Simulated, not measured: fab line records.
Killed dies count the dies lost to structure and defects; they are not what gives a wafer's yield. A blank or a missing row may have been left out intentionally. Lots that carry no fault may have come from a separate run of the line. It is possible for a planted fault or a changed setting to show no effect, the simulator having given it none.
Struck lot and sound lot, side by side ; flow sky130 ; 42 out of 708 route steps
Sound: the wafers L768.2, L768.3, L768.4. Struck: wafer L778.1. (L778.5 of the same lot was not struck and is left out.) The cause comes at the end.
Order at every step that has rows: each side's tool, ch and its chambers, its first start. Under that, the readings that differ: sound wafers ; struck wafers ; difference of the means ; sigmas: that difference in standard deviations of wafers without a fault.
alike: readings with means less than 2 such deviations apart, plus words and numbers identical on both sides. not compared: withheld readings, readings lacking a value on some wafer, bounds such as >300 that could conceal the same value, and numbers that have no deviation in the record and whose values overlap.
A row with sigmas, a row that says differs or no value, or rows on one side alone: a step with any of these is where the two part. When numbers do not overlap yet have no deviation, they are printed without sigmas and do not part them. A reading missing from all wafers of one side parts the sides only when that side holds two or more wafers.

SKY_NWELL_OVL_MEAS_10:
  sound on overlay-02 at day 5 19:43; struck on overlay-02 at day 8 07:34
  alike: NWELL_00_OVL
then, 3 steps without rows for these wafers: SKY_NWELL_IMPLANT_11; SKY_NWELL_IMPLANT_12; SKY_NWELL_IMPLANT_13.
SKY_NWELL_STRIP_14: strips in O2/N2.
  sound on plasma asher-02 ch 0,1, day 5 20:12; struck on plasma asher-01 ch 0, day 8 08:03
reading;sound;struck;difference;sigmas
drypump motor current A (A);6.4 6.3 6.4;5.4;-1.0;-2
o2 flow sccm (sccm);3016 3007 3006;2991;-19;-2
  alike: chamber pressure mTorr, oes product au, strip time to endpoint s
  not compared: rf hours counter h
SKY_NWELL_TW_MEAS_15:
  sound on film metro-02 at day 5 20:19; struck on film metro-03 at day 8 08:09
  alike: NWELL_TW
then, 6 steps without rows for these wafers: SKY_NWELL_DEHYDRATE_16 (time 60 s); SKY_NWELL_HMDS_17 (prime time 60 s); SKY_NWELL_COAT_18 (resist thk 3000 nm); SKY_NWELL_SOFTBAKE_19; SKY_NWELL_EXPOSE_20 (exposes mask NWM COMPLEMENT, target cd 840 nm); SKY_NWELL_PEB_21.
SKY_NWELL_DEVELOP_22: develop time 60 s.
  sound on litho track-02 ch 0, day 6 14:00; struck on litho track-04 ch 0, day 9 05:00
SKY_NWELL_OVL_MEAS_23:
  sound on overlay-01 at day 6 15:01; struck on overlay-02 at day 9 05:58
  alike: NWELL_01_OVL
next, for these wafers, 1 step has no rows: SKY_NWELL_IMPLANT_24.
SKY_NWELL_STRIP_25: strips in O2/N2.
  sound on plasma asher-01 ch 0,1, day 6 15:11; struck on plasma asher-02 ch 0, day 9 06:08
reading;sound;struck;difference;sigmas
chamber pressure mTorr (mTorr);1500.0 1499.0 1497.8;1502.6;+3.7;+3
  alike: drypump motor current A, o2 flow sccm, oes product au, strip time to endpoint s
  not compared: rf hours counter h
SKY_NWELL_TW_MEAS_26:
  sound on film metro-03 at day 6 15:18; struck on film metro-03 at day 9 06:14
  alike: NWELL_2_TW
then, 1 step without rows for these wafers: SKY_NWELL_CLEAN_27 (cleans in SC1/SC2, time 150 s).
SKY_NWELL_RTA_28: time 30 s.
  sound on rtp anneal-02 ch 0, day 6 15:25; struck on rtp anneal-02 ch 0, day 9 06:30
  alike: lamp power pct, ramp down c per s, wafer_temp_C_max
SKY_NWELL_RS_MEAS_29: a four-point-probe measurement.
  sound on film metro-03 at day 6 15:31; struck on film metro-01 at day 9 06:36
  alike: NWELL_RS
SKY_NWELL_RS_MEAS_31: a four-point-probe measurement.
  sound on film metro-03 at day 6 15:46; struck on film metro-01 at day 9 06:50
  alike: PWDE_RS
then, 7 steps without rows for these wafers: SKY_VT_ADJUST_HVTP_DEHYDRATE_00 (time 60 s); SKY_VT_ADJUST_HVTP_HMDS_01 (prime time 60 s); SKY_VT_ADJUST_HVTP_COAT_02 (resist thk 1140 nm); SKY_VT_ADJUST_HVTP_SOFTBAKE_03 (time 60 s); SKY_VT_ADJUST_HVTP_EXPOSE_04 (exposes mask HVTPM, target cd 380 nm); SKY_VT_ADJUST_HVTP_PEB_05; SKY_VT_ADJUST_HVTP_DEVELOP_06 (develop time 60 s).
SKY_VT_ADJUST_HVTP_CD_MEAS_07: target cd 380 nm.
  sound on cd sem-01 at day 7 11:32; struck on cd sem-01 at day 10 03:18
  alike: cd nm
SKY_VT_ADJUST_HVTP_OVL_MEAS_08:
  sound on overlay-02 at day 7 11:39; struck on overlay-02 at day 10 03:25
  alike: VT_ADJUST_HVTP_OVL
next, for these wafers, 1 step has no rows: SKY_VT_ADJUST_HVTP_IMPLANT_09.
SKY_VT_ADJUST_HVTP_STRIP_10: strips in O2/N2.
  sound on plasma asher-03 ch 0,1, day 7 11:50; struck on plasma asher-04 ch 0, day 10 03:37
  alike: chamber pressure mTorr, drypump motor current A, o2 flow sccm, oes product au, strip time to endpoint s
  not compared: rf hours counter h
SKY_VT_ADJUST_HVTP_TW_MEAS_11:
  sound on film metro-02 at day 7 11:56; struck on film metro-04 at day 10 03:43
  alike: VT_ADJUST_HVTP_TW
then, 7 steps without rows for these wafers: SKY_VT_ADJUST_LVTN_DEHYDRATE_00 (time 60 s); SKY_VT_ADJUST_LVTN_HMDS_01 (prime time 60 s); SKY_VT_ADJUST_LVTN_COAT_02 (resist thk 3000 nm); SKY_VT_ADJUST_LVTN_SOFTBAKE_03; SKY_VT_ADJUST_LVTN_EXPOSE_04 (exposes mask NWM COMPLEMENT LESS NATIVE, target cd 840 nm); SKY_VT_ADJUST_LVTN_PEB_05; SKY_VT_ADJUST_LVTN_DEVELOP_06 (develop time 60 s).
SKY_VT_ADJUST_LVTN_OVL_MEAS_07:
  sound on overlay-02 at day 8 07:07; struck on overlay-01 at day 11 03:36
  alike: VT_ADJUST_LVTN_OVL
-- record jumps: 39 days separate the struck wafers' starts on either side; left off in module VT_ADJUST_LVTN, taken up again in module PAD_OPEN, whose first shown step is the route's number 708 --
SKY_PAD_OPEN_PROBE_99:
  sound on prober-01 at day 47 06:56; struck on prober-01 at day 50 05:35
reading;sound;struck;difference;sigmas
killed at contacts;29 21 33;17;-11;-2
model.etest.res iso pwell.width nm (nm);2656 2646 2656;2609;-44;
model.etest.res nwell.width nm (nm);827.2 831.1 832.6;845.9;+15.6;
  alike: killed_at_M0_to_M3, killed_at_M4_up, killed at front end, killed at other, killed dies, killed open, killed short

== WHERE THEY PART ==
Last at SKY_PAD_OPEN_PROBE_99 as far as this record goes, first at SKY_NWELL_STRIP_14.

WHY: whatever the simulator had introduced
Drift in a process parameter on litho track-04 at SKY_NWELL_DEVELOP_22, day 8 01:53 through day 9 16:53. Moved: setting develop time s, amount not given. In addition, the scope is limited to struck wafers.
